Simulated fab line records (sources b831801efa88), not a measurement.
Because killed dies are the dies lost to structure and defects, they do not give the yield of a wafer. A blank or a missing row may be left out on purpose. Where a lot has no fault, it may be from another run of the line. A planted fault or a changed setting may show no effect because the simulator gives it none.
What tool caused it? / flow sky130 / 42 wafers from 14 lots sampled at 5 of the route's 708 steps

WHAT EACH GAUGE READ, for each wafer
SKY_FIELD_ISO_THK_MEAS_25. Usual: FIELD_ISO_CVD_24_THK 594 nm, standard deviation 6.3.
lot=L614; measured=day 2 08:57; on=filmMetro-02; FIELD_ISO_CVD_24_THK (nm)=596 602 595; flag=
lot=L615; measured=day 2 14:11; on=filmMetro-03; FIELD_ISO_CVD_24_THK (nm)=591 607 601; flag=
lot=L616; measured=day 2 19:06; on=filmMetro-04; FIELD_ISO_CVD_24_THK (nm)=607 596 594; flag=
lot=L617; measured=day 3 01:28; on=filmMetro-02; FIELD_ISO_CVD_24_THK (nm)=589 593 597; flag=
lot=L618; measured=day 3 05:51; on=filmMetro-02; FIELD_ISO_CVD_24_THK (nm)=594 588 590; flag=
lot=L620; measured=day 3 15:54; on=filmMetro-03; FIELD_ISO_CVD_24_THK (nm)=608 601 600; flag=
lot=L621; measured=day 3 19:15; on=filmMetro-02; FIELD_ISO_CVD_24_THK (nm)=583 591 594; flag=
lot=L622; measured=day 4 03:49; on=filmMetro-02; FIELD_ISO_CVD_24_THK (nm)=602 606 601; flag=
lot=L630; measured=day 5 21:47; on=filmMetro-02; FIELD_ISO_CVD_24_THK (nm)=586 592 592; flag=
lot=L631; measured=day 6 04:44; on=filmMetro-02; FIELD_ISO_CVD_24_THK (nm)=590 584 590; flag=
lot=L632; measured=day 6 05:56; on=filmMetro-03; FIELD_ISO_CVD_24_THK (nm)=592 590 592; flag=
lot=L633; measured=day 6 10:46; on=filmMetro-03; FIELD_ISO_CVD_24_THK (nm)=599 604 600; flag=
lot=L634; measured=day 6 17:37; on=filmMetro-02; FIELD_ISO_CVD_24_THK (nm)=588 581 589; flag=
lot=L636; measured=day 7 04:37; on=filmMetro-04; FIELD_ISO_CVD_24_THK (nm)=606 604 597; flag=

SKY_PWDE_OVL_MEAS_07. Usual: PWDE_OVL 1.2 nm, standard deviation 1.8.
lot=L614; measured=day 4 01:05; on=overlay-01; PWDE_OVL (nm)=5.1 3.6 4.2; flag=
lot=L615; measured=day 4 05:30; on=overlay-02; PWDE_OVL (nm)=-0.9 1.2 -1.0; flag=
lot=L616; measured=day 4 10:48; on=overlay-02; PWDE_OVL (nm)=2.6 2.9 3.7; flag=
lot=L617; measured=day 4 18:43; on=overlay-02; PWDE_OVL (nm)=1.3 -2.1 -1.0; flag=
lot=L618; measured=day 5 01:30; on=overlay-02; PWDE_OVL (nm)=2.0 3.7 2.8; flag=
lot=L620; measured=day 5 08:02; on=overlay-02; PWDE_OVL (nm)=1.2 2.5 0.5; flag=
lot=L621; measured=day 5 16:02; on=overlay-01; PWDE_OVL (nm)=3.3 3.4 3.5; flag=
lot=L622; measured=day 5 23:00; on=overlay-01; PWDE_OVL (nm)=2.3 0.9 4.0; flag=
lot=L630; measured=day 7 20:26; on=overlay-01; PWDE_OVL (nm)=0.2 2.1 1.2; flag=
lot=L631; measured=day 8 00:49; on=overlay-02; PWDE_OVL (nm)=-1.4 1.4 -2.6; flag=
lot=L632; measured=day 8 02:28; on=overlay-02; PWDE_OVL (nm)=2.7 2.4 0.4; flag=
lot=L633; measured=day 8 08:43; on=overlay-02; PWDE_OVL (nm)=0.0 -0.9 -0.8; flag=
lot=L634; measured=day 8 17:06; on=overlay-02; PWDE_OVL (nm)=2.6 1.9 3.5; flag=
lot=L636; measured=day 9 02:44; on=overlay-01; PWDE_OVL (nm)=2.0 -1.0 -2.0; flag=

SKY_VT_ADJUST_HVTP_TW_MEAS_11. Usual: VT_ADJUST_HVTP_TW 1355, standard deviation 9.7.
lot=L614; measured=day 6 11:31; on=filmMetro-04; VT_ADJUST_HVTP_TW=1357 1358 1356; flag=
lot=L615; measured=day 6 14:58; on=filmMetro-04; VT_ADJUST_HVTP_TW=1361 1363 1356; flag=
lot=L616; measured=day 6 21:26; on=filmMetro-01; VT_ADJUST_HVTP_TW=1673 1676 1672; flag=OFF
lot=L617; measured=day 7 04:44; on=filmMetro-01; VT_ADJUST_HVTP_TW=1340 1343 1341; flag=
lot=L618; measured=day 7 11:52; on=filmMetro-03; VT_ADJUST_HVTP_TW=1361 1366 1353; flag=
lot=L620; measured=day 7 20:13; on=filmMetro-03; VT_ADJUST_HVTP_TW=1691 1690 1705; flag=OFF
lot=L621; measured=day 8 03:45; on=filmMetro-01; VT_ADJUST_HVTP_TW=1351 1360 1360; flag=
lot=L622; measured=day 8 11:47; on=filmMetro-03; VT_ADJUST_HVTP_TW=1696 1681 1690; flag=OFF
lot=L630; measured=day 10 16:08; on=filmMetro-04; VT_ADJUST_HVTP_TW=1357 1356 1349; flag=
lot=L631; measured=day 10 18:46; on=filmMetro-03; VT_ADJUST_HVTP_TW=1346 1352 1346; flag=
lot=L632; measured=day 10 22:38; on=filmMetro-03; VT_ADJUST_HVTP_TW=1350 1348 1348; flag=
lot=L633; measured=day 11 03:36; on=filmMetro-03; VT_ADJUST_HVTP_TW=1359 1354 1352; flag=
lot=L634; measured=day 11 13:22; on=filmMetro-03; VT_ADJUST_HVTP_TW=1361 1350 1351; flag=
lot=L636; measured=day 12 01:11; on=filmMetro-01; VT_ADJUST_HVTP_TW=1340 1342 1347; flag=

SKY_VT_ADJUST_LVTN_TW_MEAS_21. Usual: VT_ADJUST_LVTN_2_TW 188.7, standard deviation 1.3.
lot=L614; measured=day 8 02:21; on=filmMetro-04; VT_ADJUST_LVTN_2_TW=189.4 189.6 188.6; flag=
lot=L615; measured=day 8 07:01; on=filmMetro-02; VT_ADJUST_LVTN_2_TW=188.6 189.9 189.6; flag=
lot=L616; measured=day 8 13:23; on=filmMetro-04; VT_ADJUST_LVTN_2_TW=188.7 188.7 189.0; flag=
lot=L617; measured=day 8 20:50; on=filmMetro-02; VT_ADJUST_LVTN_2_TW=189.2 189.0 189.7; flag=
lot=L618; measured=day 9 05:50; on=filmMetro-01; VT_ADJUST_LVTN_2_TW=187.9 187.9 186.5; flag=
lot=L620; measured=day 9 15:50; on=filmMetro-02; VT_ADJUST_LVTN_2_TW=188.4 189.2 190.0; flag=
lot=L621; measured=day 9 22:41; on=filmMetro-04; VT_ADJUST_LVTN_2_TW=189.0 188.8 188.6; flag=
lot=L622; measured=day 10 06:34; on=filmMetro-02; VT_ADJUST_LVTN_2_TW=188.8 189.2 188.4; flag=
lot=L630; measured=day 12 15:28; on=filmMetro-02; VT_ADJUST_LVTN_2_TW=188.6 189.7 189.2; flag=
lot=L631; measured=day 12 19:29; on=filmMetro-01; VT_ADJUST_LVTN_2_TW=185.8 186.3 186.4; flag=
lot=L632; measured=day 12 22:19; on=filmMetro-02; VT_ADJUST_LVTN_2_TW=188.8 189.1 189.2; flag=
lot=L633; measured=day 13 05:05; on=filmMetro-01; VT_ADJUST_LVTN_2_TW=187.0 185.4 186.0; flag=
lot=L634; measured=day 13 16:35; on=filmMetro-02; VT_ADJUST_LVTN_2_TW=190.1 189.9 190.3; flag=
lot=L636; measured=day 14 04:00; on=filmMetro-02; VT_ADJUST_LVTN_2_TW=188.5 189.1 189.5; flag=

TOOL THAT RAN EACH LOT (tool first, then ch and the chambers of the sampled wafers, then the start)
lot=L614; SKY_VT_ADJUST_HVTP_IMPLANT_09=implanter-04 ch 0, day 6 11:17
lot=L615; SKY_VT_ADJUST_HVTP_IMPLANT_09=implanter-04 ch 0, day 6 14:43
lot=L616; SKY_VT_ADJUST_HVTP_IMPLANT_09=implanter-03 ch 0, day 6 20:52
lot=L617; SKY_VT_ADJUST_HVTP_IMPLANT_09=implanter-03 ch 0, day 7 04:29
lot=L618; SKY_VT_ADJUST_HVTP_IMPLANT_09=implanter-04 ch 0, day 7 11:37
lot=L620; SKY_VT_ADJUST_HVTP_IMPLANT_09=implanter-03 ch 0, day 7 19:41
lot=L621; SKY_VT_ADJUST_HVTP_IMPLANT_09=implanter-04 ch 0, day 8 03:32
lot=L622; SKY_VT_ADJUST_HVTP_IMPLANT_09=implanter-03 ch 0, day 8 11:14
lot=L630; SKY_VT_ADJUST_HVTP_IMPLANT_09=implanter-02 ch 0, day 10 15:54
lot=L631; SKY_VT_ADJUST_HVTP_IMPLANT_09=implanter-04 ch 0, day 10 18:31
lot=L632; SKY_VT_ADJUST_HVTP_IMPLANT_09=implanter-02 ch 0, day 10 22:25
lot=L633; SKY_VT_ADJUST_HVTP_IMPLANT_09=implanter-04 ch 0, day 11 03:19
lot=L634; SKY_VT_ADJUST_HVTP_IMPLANT_09=implanter-03 ch 0, day 11 13:07
lot=L636; SKY_VT_ADJUST_HVTP_IMPLANT_09=implanter-03 ch 0, day 12 00:58
- SKY_VT_ADJUST_HVTP_IMPLANT_09

AS READ BY THE TOOLS THEMSELVES (means over the sampled wafers that have a number; for cases with no such wafer, the mark the record gives instead)
The record holds no such reading with a usual standard deviation.

THE ANSWER, worked out from the rows above alone
Rule: a lot counts as off when the mean over its wafers that have a number is more than 3 standard deviations away from the usual mean. A lot without any number at a reading at which 4 lots or more have one is off too. All remaining lots with rows at the step are treated as sound. First the gauges in route order, then the tools' own readings, where a lot's mean is used as printed above. At the first step where some lot is off, the reading lying furthest off is the one used; lots without a number count as furthest.
Off: L616, L620, L622, at SKY_VT_ADJUST_HVTP_TW_MEAS_11 (VT_ADJUST_HVTP_TW).
If a tool, at a process step before that reading, ran all the lots that are off and no sound lot after the first of them, it fits. Those tools and the gauges at SKY_VT_ADJUST_HVTP_TW_MEAS_11 are tried in the same way. None of those tried fits.

WHAT THE SIMULATOR PUT IN
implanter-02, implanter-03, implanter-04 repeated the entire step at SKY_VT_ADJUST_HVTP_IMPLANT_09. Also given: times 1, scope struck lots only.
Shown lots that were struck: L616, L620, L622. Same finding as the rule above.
